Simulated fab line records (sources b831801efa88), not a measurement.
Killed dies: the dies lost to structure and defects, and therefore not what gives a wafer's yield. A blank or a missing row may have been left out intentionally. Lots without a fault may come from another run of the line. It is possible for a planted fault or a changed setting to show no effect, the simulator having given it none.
What tool caused it? / flow sky130 / 36 wafers from 12 lots sampled at 5 of the route's 708 steps

== WHAT EACH GAUGE READ, for each wafer ==
SKY_VIA4_THK_MEAS_20: measures by xrf.
lot=L128; measured=day 42 23:31; on=film metro-02; VIA4_W_THK (nm)=501 509 507
lot=L129; measured=day 43 02:30; on=film metro-02; VIA4_W_THK (nm)=497 501 503
lot=L130; measured=day 43 10:16; on=film metro-02; VIA4_W_THK (nm)=499 500 504
lot=L131; measured=day 43 20:49; on=film metro-03; VIA4_W_THK (nm)=492 495 502
lot=L132; measured=day 44 02:07; on=film metro-02; VIA4_W_THK (nm)=506 509 506
lot=L135; measured=day 45 03:10; on=film metro-01; VIA4_W_THK (nm)=510 499 513
lot=L137; measured=day 45 11:11; on=film metro-03; VIA4_W_THK (nm)=500 514 501
lot=L136; measured=day 45 16:59; on=film metro-02; VIA4_W_THK (nm)=510 507 519
lot=L138; measured=day 45 18:31; on=film metro-02; VIA4_W_THK (nm)=505 507 507
lot=L142; measured=day 46 23:25; on=film metro-03; VIA4_W_THK (nm)=522 517 516
lot=L146; measured=day 47 18:04; on=film metro-02; VIA4_W_THK (nm)=504 498 492
lot=L150; measured=day 49 03:25; on=film metro-01; VIA4_W_THK (nm)=493 499 494

SKY_PASSIVATION_THK_MEAS_01.
lot=L128; measured=day 43 23:43; on=film metro-03; PASSIVATION_CVD_00_THK (nm)=88.1 88.3 90.2
lot=L129; measured=day 44 02:19; on=film metro-01; PASSIVATION_CVD_00_THK (nm)=87.7 88.6 90.3
lot=L130; measured=day 44 10:25; on=film metro-04; PASSIVATION_CVD_00_THK (nm)=88.8 87.9 89.2
lot=L131; measured=day 44 20:10; on=film metro-04; PASSIVATION_CVD_00_THK (nm)=88.3 91.3 90.4
lot=L132; measured=day 45 01:18; on=film metro-04; PASSIVATION_CVD_00_THK (nm)=88.6 90.0 89.9
lot=L135; measured=day 46 02:09; on=film metro-01; PASSIVATION_CVD_00_THK (nm)=89.5 89.7 93.5
lot=L137; measured=day 46 09:28; on=film metro-01; PASSIVATION_CVD_00_THK (nm)=88.3 85.5 89.3
lot=L136; measured=day 46 15:01; on=film metro-04; PASSIVATION_CVD_00_THK (nm)=87.4 89.2 89.3
lot=L138; measured=day 46 16:58; on=film metro-04; PASSIVATION_CVD_00_THK (nm)=89.2 91.0 89.8
lot=L142; measured=day 47 20:28; on=film metro-04; PASSIVATION_CVD_00_THK (nm)=88.4 89.9 88.9
lot=L146; measured=day 48 15:03; on=film metro-04; PASSIVATION_CVD_00_THK (nm)=89.1 89.6 91.1
lot=L150; measured=day 49 22:07; on=film metro-03; PASSIVATION_CVD_00_THK (nm)=90.9 90.4 92.9

SKY_PAD_OPEN_BOW_MEAS_13.
lot=L128; measured=day 45 21:04; on=film metro-02; PAD_OPEN_BOW (um)=45 48 39
lot=L129; measured=day 45 23:35; on=film metro-01; PAD_OPEN_BOW (um)=60 56 47
lot=L130; measured=day 46 07:18; on=film metro-02; PAD_OPEN_BOW (um)=46 60 63
lot=L131; measured=day 46 16:23; on=film metro-01; PAD_OPEN_BOW (um)=52 44 53
lot=L132; measured=day 46 22:52; on=film metro-02; PAD_OPEN_BOW (um)=44 51 48
lot=L135; measured=day 47 20:47; on=film metro-02; PAD_OPEN_BOW (um)=43 56 62
lot=L137; measured=day 48 03:58; on=film metro-04; PAD_OPEN_BOW (um)=110 126 120
lot=L136; measured=day 48 08:21; on=film metro-02; PAD_OPEN_BOW (um)=105 111 110
lot=L138; measured=day 48 10:26; on=film metro-04; PAD_OPEN_BOW (um)=101 97 103
lot=L142; measured=day 49 12:16; on=film metro-02; PAD_OPEN_BOW (um)=49 55 50
lot=L146; measured=day 50 04:31; on=film metro-01; PAD_OPEN_BOW (um)=65 56 51
lot=L150; measured=day 51 07:55; on=film metro-04; PAD_OPEN_BOW (um)=32 52 38

== WHAT TOOL EACH LOT RAN ON (gives the tool, then ch and the chambers of the sampled wafers, and finally the start) ==
lot=L128; SKY_METAL5_SPUTTER_00=pvd sputter-01, day 42 23:52; SKY_PAD_OPEN_ANNEAL_12=furnace-01 ch 0, day 45 19:34
lot=L129; SKY_METAL5_SPUTTER_00=pvd sputter-02, day 43 02:51; SKY_PAD_OPEN_ANNEAL_12=furnace-02 ch 0, day 45 22:04
lot=L130; SKY_METAL5_SPUTTER_00=pvd sputter-02, day 43 10:37; SKY_PAD_OPEN_ANNEAL_12=furnace-01 ch 0, day 46 05:47
lot=L131; SKY_METAL5_SPUTTER_00=pvd sputter-04, day 43 21:10; SKY_PAD_OPEN_ANNEAL_12=furnace-02 ch 0, day 46 14:52
lot=L132; SKY_METAL5_SPUTTER_00=pvd sputter-04, day 44 02:28; SKY_PAD_OPEN_ANNEAL_12=furnace-01 ch 0, day 46 21:22
lot=L135; SKY_METAL5_SPUTTER_00=pvd sputter-04, day 45 04:04; SKY_PAD_OPEN_ANNEAL_12=furnace-01 ch 0, day 47 19:17
lot=L137; SKY_METAL5_SPUTTER_00=pvd sputter-01, day 45 11:35; SKY_PAD_OPEN_ANNEAL_12=furnace-02, day 48 02:28
lot=L136; SKY_METAL5_SPUTTER_00=pvd sputter-02, day 45 17:35; SKY_PAD_OPEN_ANNEAL_12=furnace-01, day 48 06:50
lot=L138; SKY_METAL5_SPUTTER_00=pvd sputter-02, day 45 19:02; SKY_PAD_OPEN_ANNEAL_12=furnace-02, day 48 08:56
lot=L142; SKY_METAL5_SPUTTER_00=pvd sputter-04, day 46 23:47; SKY_PAD_OPEN_ANNEAL_12=furnace-02 ch 0, day 49 10:46
lot=L146; SKY_METAL5_SPUTTER_00=pvd sputter-02, day 47 18:25; SKY_PAD_OPEN_ANNEAL_12=furnace-02 ch 0, day 50 03:01
lot=L150; SKY_METAL5_SPUTTER_00=pvd sputter-04, day 49 03:46; SKY_PAD_OPEN_ANNEAL_12=furnace-01 ch 0, day 51 06:25
- SKY_METAL5_SPUTTER_00: material Ti, target thk 15 nm, time 10 s.
- SKY_PAD_OPEN_ANNEAL_12

== WHAT THE TOOLS THEMSELVES READ (means of the sampled wafers that have a number; where no wafer has one, the mark that the record gives instead) ==
SKY_METAL5_SPUTTER_00.
lot=L128; tool=pvd sputter-01; throttle valve pct (%)=30.4
lot=L129; tool=pvd sputter-02; throttle valve pct (%)=28.8
lot=L130; tool=pvd sputter-02; throttle valve pct (%)=28.9
lot=L131; tool=pvd sputter-04; throttle valve pct (%)=30.2
lot=L132; tool=pvd sputter-04; throttle valve pct (%)=30.6
lot=L135; tool=pvd sputter-04; throttle valve pct (%)=30.0
lot=L137; tool=pvd sputter-01; throttle valve pct (%)=29.2
lot=L136; tool=pvd sputter-02; throttle valve pct (%)=28.2
lot=L138; tool=pvd sputter-02; throttle valve pct (%)=28.5
lot=L142; tool=pvd sputter-04; throttle valve pct (%)=30.9
lot=L146; tool=pvd sputter-02; throttle valve pct (%)=29.0
lot=L150; tool=pvd sputter-04; throttle valve pct (%)=30.0

SKY_PAD_OPEN_ANNEAL_12.
lot=L128; tool=furnace-01; ramp down c per min=3.9996; ramp up c per min=8.0011
lot=L129; tool=furnace-02; ramp down c per min=4.0004; ramp up c per min=8.0000
lot=L130; tool=furnace-01; ramp down c per min=3.9995; ramp up c per min=8.0006
lot=L131; tool=furnace-02; ramp down c per min=4.0002; ramp up c per min=7.9996
lot=L132; tool=furnace-01; ramp down c per min=4.0002; ramp up c per min=7.9995
lot=L135; tool=furnace-01; ramp down c per min=4.0000; ramp up c per min=8.0004
lot=L137; tool=furnace-02; ramp down c per min=-; ramp up c per min=-
lot=L136; tool=furnace-01; ramp down c per min=-; ramp up c per min=-
lot=L138; tool=furnace-02; ramp down c per min=-; ramp up c per min=-
lot=L142; tool=furnace-02; ramp down c per min=4.0001; ramp up c per min=8.0012
lot=L146; tool=furnace-02; ramp down c per min=4.0005; ramp up c per min=8.0023
lot=L150; tool=furnace-01; ramp down c per min=3.9997; ramp up c per min=7.9994

== THE ANSWER, worked out from the rows above alone ==
Rule: the lots themselves supply what counts as usual. Put in order of their means at a reading, lots are off if they are a third of the lots or fewer, leave a main group of 4 or more, and stand apart from it by a gap of 3 or more times the standard deviation of the main group's means; of several such gaps the widest counts. A main group whose means are all the same, to the digits that the tables above print for the reading, isn't used. A lot without any number at a reading at which 4 lots or more have one is off too. The other lots that the step has rows for count as sound. The gauges are gone through in route order, then the tools' own readings, and for those a lot's mean is taken as printed above. At the first step where some lot is off, the reading lying furthest off is the one used; lots without a number count as furthest.
Off: L137, L136, L138, at SKY_PAD_OPEN_BOW_MEAS_13 (PAD_OPEN_BOW). The main group: mean 51 um, standard deviation 5.3.
A tool fits if, at a process step before that reading, it ran every lot that is off, and no sound lot after the first of them. The gauges at SKY_PAD_OPEN_BOW_MEAS_13 aren't tried: what is off there is off at SKY_PAD_OPEN_ANNEAL_12 too, on other tools, and a gauge's error can't cause that. Not one of the candidates tried fits.

== WHAT HAD BEEN PUT IN BY THE SIMULATOR ==
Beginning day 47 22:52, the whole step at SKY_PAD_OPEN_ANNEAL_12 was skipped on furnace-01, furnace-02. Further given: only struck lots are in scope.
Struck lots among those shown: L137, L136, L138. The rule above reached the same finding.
